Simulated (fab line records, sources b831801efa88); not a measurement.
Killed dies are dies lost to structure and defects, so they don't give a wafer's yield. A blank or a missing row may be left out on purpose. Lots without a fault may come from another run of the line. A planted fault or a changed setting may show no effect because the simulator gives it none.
Split-lot experiment | flow gf180mcu | 5 lots, 23 wafers read, on a route of 602 steps

THE SPLIT
At GF_TOP_METAL_COAT_09 (resist thk 1500 nm), the setting spin_rpm was moved away from the recipe's 3000 rpm on 5 of the 23 wafers read, by -6.4% to -3.0%. The other wafers ran this setting at the recipe's value.

The reading is taken at the split's own step.

THE READING
NOVOLAK_of_TOP_METAL_COAT_09.thk_nm (the simulator's own value, which no gauge read), in nm, at GF_TOP_METAL_COAT_09 (resist thk 1500 nm). The file gives no usual value for it. The 18 wafers here that ran the recipe average 1501 nm, standard deviation 4.5 nm.

wafer  | tool, chamber at the split | spin_rpm as run, rpm | against the recipe | NOVOLAK_of_TOP_METAL_COAT_09.thk_nm, nm | against lot-mates on the recipe
L076.3 | litho_track-04, 0          | 3000                 | recipe             | 1496                                    | -
L076.4 | litho_track-04, 0          | 3000                 | recipe             | 1501                                    | -
L076.6 | litho_track-04, 0          | 3000                 | recipe             | 1497                                    | -
L075.1 | litho_track-01, 0          | 3000                 | recipe             | 1502                                    | -
L075.5 | litho_track-01, 0          | 3000                 | recipe             | 1502                                    | -
L075.6 | litho_track-01, 0          | 3000                 | recipe             | 1502                                    | -
L075.3 | litho_track-01, 0          | 3000                 | recipe             | 1504                                    | -
L075.4 | litho_track-01, 0          | 3000                 | recipe             | 1501                                    | -
L079.2 | litho_track-03, 0          | 3000                 | recipe             | 1505                                    | -
L079.3 | litho_track-03, 0          | 3000                 | recipe             | 1502                                    | -
L079.4 | litho_track-03, 0          | 2909                 | -3.0%              | 1522                                    | +18
L079.5 | litho_track-03, 0          | 2909                 | -3.0%              | 1527                                    | +24
L079.6 | litho_track-03, 0          | 2909                 | -3.0%              | 1523                                    | +20
L083.1 | litho_track-01, 0          | 3000                 | recipe             | 1490                                    | -
L083.2 | litho_track-01, 0          | 3000                 | recipe             | 1497                                    | -
L083.3 | litho_track-01, 0          | 3000                 | recipe             | 1498                                    | -
L083.5 | litho_track-01, 0          | 3000                 | recipe             | 1500                                    | -
L083.6 | litho_track-01, 0          | 3000                 | recipe             | 1500                                    | -
L084.1 | litho_track-01, 0          | 3000                 | recipe             | 1508                                    | -
L084.2 | litho_track-01, 0          | 3000                 | recipe             | 1507                                    | -
L084.3 | litho_track-01, 0          | 2809                 | -6.4%              | 1556                                    | +48
L084.4 | litho_track-01, 0          | 2809                 | -6.4%              | 1561                                    | +53
L084.6 | litho_track-01, 0          | 3000                 | recipe             | 1509                                    | -

THE FIT
A straight line over all 23 wafers: NOVOLAK_of_TOP_METAL_COAT_09.thk_nm changes by -8.69 nm for each +1% of spin_rpm; r = -0.97; the points scatter about the line by 4.6 nm.
The same after taking each lot's own level away (the mean of its wafers on the recipe; 23 wafers): -7.68 nm for each +1%; r = -0.99; scatter 2.6 nm.
On that fit, the largest move of spin_rpm shifts the reading by 49 nm.
The lots' own levels span 1497.0 to 1508.0 nm, that is 2.4 times the standard deviation above.
So the lot-to-lot level changes the slope: the two fits differ.
Check: with one of the wafers moved furthest among these (-6.4%) left out of the fit, the line predicts +49.1 nm for it against its lot-mates. It came out at +48 nm against them.

OTHER SPLITS ON THESE WAFERS
These wafers also went through other splits before the reading. Each is held against what the fit with the lots' levels taken away leaves over:
other split on the same wafers  | wafers away from the commonest value | r with NOVOLAK_of_TOP_METAL_COAT_09.thk_nm (lot level and that fit taken away)
GF_V2_EXPOSE_11 dose_mj         | 9                                    | +0.41
GF_M3_SPUTTER_04 power_w        | 5                                    | +0.04
GF_M3_METAL_ETCH_16 time_s      | 9                                    | -0.20
GF_V3_CMP_04 leave_above_ref_nm | 10                                   | -0.14
GF_V3_SOFTBAKE_10 temp_c        | 11                                   | +0.27
GF_M4_SPUTTER_03 power_w        | 10                                   | -0.16
GF_M4_EXPOSE_11 dose_mj         | 5                                    | -0.46
GF_V5_PEB_12 peb_temp_c         | 10                                   | -0.02
GF_V5_ETCH_16 bias_w            | 6                                    | +0.05

THE FILE'S OWN FIT
NOVOLAK_of_TOP_METAL_COAT_09.thk_nm changes by -7.68 nm for each +1% of spin_rpm, r = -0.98.
